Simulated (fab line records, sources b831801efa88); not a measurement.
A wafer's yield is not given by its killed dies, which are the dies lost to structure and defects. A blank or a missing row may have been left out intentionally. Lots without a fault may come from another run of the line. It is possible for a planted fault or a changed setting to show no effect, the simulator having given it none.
Which tool was responsible? / flow sky130 / Sampling: 11 lots, 33 wafers, 2 of 708 route steps

== WHAT THE GAUGES READ, wafer by wafer ==
SKY_SPACER_THK_MEAS_01.
lot=L482; measured=day 22 21:23; on=film metro-02; SPACER_CVD_00_THK (nm)=42.7 42.6 42.8
lot=L483; measured=day 23 11:16; on=film metro-02; SPACER_CVD_00_THK (nm)=43.0 43.1 42.9
lot=L484; measured=day 23 16:17; on=film metro-03; SPACER_CVD_00_THK (nm)=43.0 43.0 42.9
lot=L485; measured=day 23 20:04; on=film metro-02; SPACER_CVD_00_THK (nm)=42.7 43.2 43.1
lot=L486; measured=day 24 18:47; on=film metro-03; SPACER_CVD_00_THK (nm)=43.2 43.1 43.4
lot=L488; measured=day 25 09:37; on=film metro-03; SPACER_CVD_00_THK (nm)=42.5 42.9 42.7
lot=L490; measured=day 26 00:56; on=film metro-02; SPACER_CVD_00_THK (nm)=42.9 43.3 43.0
lot=L491; measured=day 26 06:05; on=film metro-03; SPACER_CVD_00_THK (nm)=43.0 43.3 42.9
lot=L493; measured=day 26 23:53; on=film metro-03; SPACER_CVD_00_THK (nm)=43.7 43.9 43.8
lot=L501; measured=day 29 18:53; on=film metro-02; SPACER_CVD_00_THK (nm)=56.5 56.5 56.7
lot=L502; measured=day 29 23:35; on=film metro-01; SPACER_CVD_00_THK (nm)=56.0 55.8 56.0

== WHAT TOOL EACH LOT RAN ON (gives the tool, then ch and the chambers of the sampled wafers, and finally the start) ==
lot=L482; SKY_SPACER_CVD_00=lpcvd-02 ch 0, day 22 19:34
lot=L483; SKY_SPACER_CVD_00=lpcvd-02 ch 0, day 23 10:02
lot=L484; SKY_SPACER_CVD_00=lpcvd-02 ch 0, day 23 15:05
lot=L485; SKY_SPACER_CVD_00=lpcvd-02 ch 0, day 23 18:50
lot=L486; SKY_SPACER_CVD_00=lpcvd-02 ch 0, day 24 17:34
lot=L488; SKY_SPACER_CVD_00=lpcvd-02 ch 1, day 25 08:23
lot=L490; SKY_SPACER_CVD_00=lpcvd-02 ch 1, day 25 23:42
lot=L491; SKY_SPACER_CVD_00=lpcvd-02 ch 1, day 26 04:53
lot=L493; SKY_SPACER_CVD_00=lpcvd-02 ch 0, day 26 22:41
lot=L501; SKY_SPACER_CVD_00=lpcvd-02 ch 0, day 29 17:03
lot=L502; SKY_SPACER_CVD_00=lpcvd-02 ch 0, day 29 22:23
- SKY_SPACER_CVD_00: deposits Si3N4 from DCS/NH3, target thk 43.1 nm, time 740 s.

== THE ANSWER, worked out from the rows above alone ==
Rule: what is usual is taken from the lots themselves. The widest of any qualifying gaps counts: lots, ordered by their means at a reading, are off when they make up no more than a third of the lots, leave a main group of 4 or more, and stand apart from it by 3 or more times the standard deviation of that group's means. If all means in a main group match to the digits the tables above print for the reading, that group is not used. Also off: a lot with no number at a reading for which 4 or more lots have one. Any other lot the step has rows for is counted as sound.
Off: L501, L502, seen at SKY_SPACER_THK_MEAS_01 (SPACER_CVD_00_THK). The main group: mean 43.1 nm, standard deviation 0.31.
A tool fits if, at a process step before that reading, it ran every lot that is off, and no sound lot after the first of them. The gauges at SKY_SPACER_THK_MEAS_01 are tried like those tools. One fits: SKY_SPACER_CVD_00 on lpcvd-02. Its last sound lot is L493 (day 26 22:41), its first lot that is off L501 (day 29 17:03): a fault that began between those two fits.

== WHAT HAD BEEN PUT IN BY THE SIMULATOR ==
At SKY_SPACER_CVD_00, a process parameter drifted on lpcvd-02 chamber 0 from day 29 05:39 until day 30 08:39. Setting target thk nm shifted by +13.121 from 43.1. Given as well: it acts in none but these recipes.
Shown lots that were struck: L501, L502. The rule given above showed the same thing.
